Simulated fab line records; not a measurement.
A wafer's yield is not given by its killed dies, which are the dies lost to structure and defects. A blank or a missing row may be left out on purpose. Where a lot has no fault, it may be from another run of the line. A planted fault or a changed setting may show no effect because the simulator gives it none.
2 desks looking at one fault || flow sky130 || every desk sees just its own numbers, and what lay behind them comes last

## FOR THE TOOL OWNER'S DESK: implanter-04
The tool's own readings at SKY_GATE_OXIDE_IMPLANT_11, given as means over the sampled wafers that have a number, one for each lot that went through this tool. Marked OUT: a lot whose mean sits more than 4 standard deviations from the usual mean, which makes it out of limits; the brackets give that distance.
Columns: A = doseIonsCm2 at SKY_GATE_OXIDE_IMPLANT_11, usual 2.5999e+12; B = faradayCurrentUA at SKY_GATE_OXIDE_IMPLANT_11, usual 14.59
{"lot": "L387", "first seen here": "day 14 13:02", "A": 2.5996e+12, "B": 14.63}
{"lot": "L388", "first seen here": "day 14 20:04", "A": 2.5988e+12, "B": 14.50}
{"lot": "L389", "first seen here": "day 16 14:20", "A": 2.5987e+12, "B": 14.83}
{"lot": "L394", "first seen here": "day 17 05:42", "A": "1.6250e+12 (-99 or more) OUT", "B": "9.15 (-19) OUT"}
{"lot": "L393", "first seen here": "day 17 09:56", "A": "1.6229e+12 (-99 or more) OUT", "B": "9.03 (-20) OUT"}
{"lot": "L403", "first seen here": "day 21 13:35", "A": 2.6000e+12, "B": 14.39}
{"lot": "L407", "first seen here": "day 22 11:56", "A": 2.5990e+12, "B": 14.73}
This desk finds L393, L394 out of limits, L394 being first, at day 17 05:42 (doseIonsCm2 at SKY_GATE_OXIDE_IMPLANT_11). L387, L388, L389, L403, L407: within limits.

## FROM THE METROLOGY DESK
What the gauges read for every lot (on any tool): the sampled wafers with a number, averaged. Marked OUT: a lot whose mean sits more than 4 standard deviations from the usual mean, which makes it out of limits; the brackets give that distance.
Columns: A = VT_ADJUST_NCORE_OVL at SKY_VT_ADJUST_NCORE_OVL_MEAS_08, usual -0.8 nm; B = cdNm at SKY_SONOS_TUNNEL_CD_MEAS_07, usual 410.0 nm; C = GATE_OXIDE_TW at SKY_GATE_OXIDE_TW_MEAS_14, usual 223.1; D = POLY_GATE_CVD_00_THK at SKY_POLY_GATE_THK_MEAS_01, usual 179.2 nm
{"lot": "L384", "first seen here": "day 8 13:08", "A": 0.1, "B": 406.6, "C": 224.0, "D": 182.4}
{"lot": "L386", "first seen here": "day 9 00:38", "A": -2.4, "B": 410.6, "C": 223.9, "D": 179.7}
{"lot": "L387", "first seen here": "day 9 03:19", "A": -1.6, "B": 409.1, "C": 222.2, "D": 179.8}
{"lot": "L388", "first seen here": "day 9 10:08", "A": 0.2, "B": 412.6, "C": 222.0, "D": 181.0}
{"lot": "L389", "first seen here": "day 10 22:53", "A": 0.1, "B": 410.3, "C": 223.5, "D": 180.5}
{"lot": "L390", "first seen here": "day 11 02:55", "A": -1.7, "B": 408.3, "C": 222.7, "D": 181.6}
{"lot": "L394", "first seen here": "day 11 11:20", "A": -0.5, "B": 405.7, "C": "197.6 (-25) OUT", "D": 178.5}
{"lot": "L393", "first seen here": "day 11 12:32", "A": -1.3, "B": 410.2, "C": "195.6 (-27) OUT", "D": 180.2}
{"lot": "L402", "first seen here": "day 14 07:41", "A": -0.8, "B": 409.5, "C": 223.5, "D": 180.1}
{"lot": "L403", "first seen here": "day 14 22:19", "A": -0.7, "B": 408.6, "C": 222.6, "D": 179.9}
{"lot": "L404", "first seen here": "day 15 06:19", "A": -1.4, "B": 406.4, "C": 224.1, "D": 177.2}
{"lot": "L405", "first seen here": "day 15 09:38", "A": -1.9, "B": 410.5, "C": 222.4, "D": 176.4}
{"lot": "L407", "first seen here": "day 15 14:35", "A": -0.2, "B": 411.7, "C": 222.8, "D": 174.5}
This desk's result: L393, L394 out of limits, first on L394 (GATE_OXIDE_TW at SKY_GATE_OXIDE_TW_MEAS_14), day 17 06:03. L384, L386, L387, L388, L389, L390, L402, L403, L404, L405, L407: within limits.

## ALL TOGETHER
At day 17 05:42, on L393, L394, the tool owner's desk was in a position to raise an alarm.
L393, L394 would have let the metrology desk raise an alarm at day 17 06:03.
Every lot named ran SKY_GATE_OXIDE_IMPLANT_11 on implanter-04.

## WHAT THE SIMULATOR HAD PUT IN
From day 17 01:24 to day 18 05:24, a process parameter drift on implanter-04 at SKY_GATE_OXIDE_IMPLANT_11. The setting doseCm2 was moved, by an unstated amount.
Shown lots that were struck: L393, L394.
Fault start to first reading out of limits, in hours, per desk: tool owner, 4; metrology, 5.
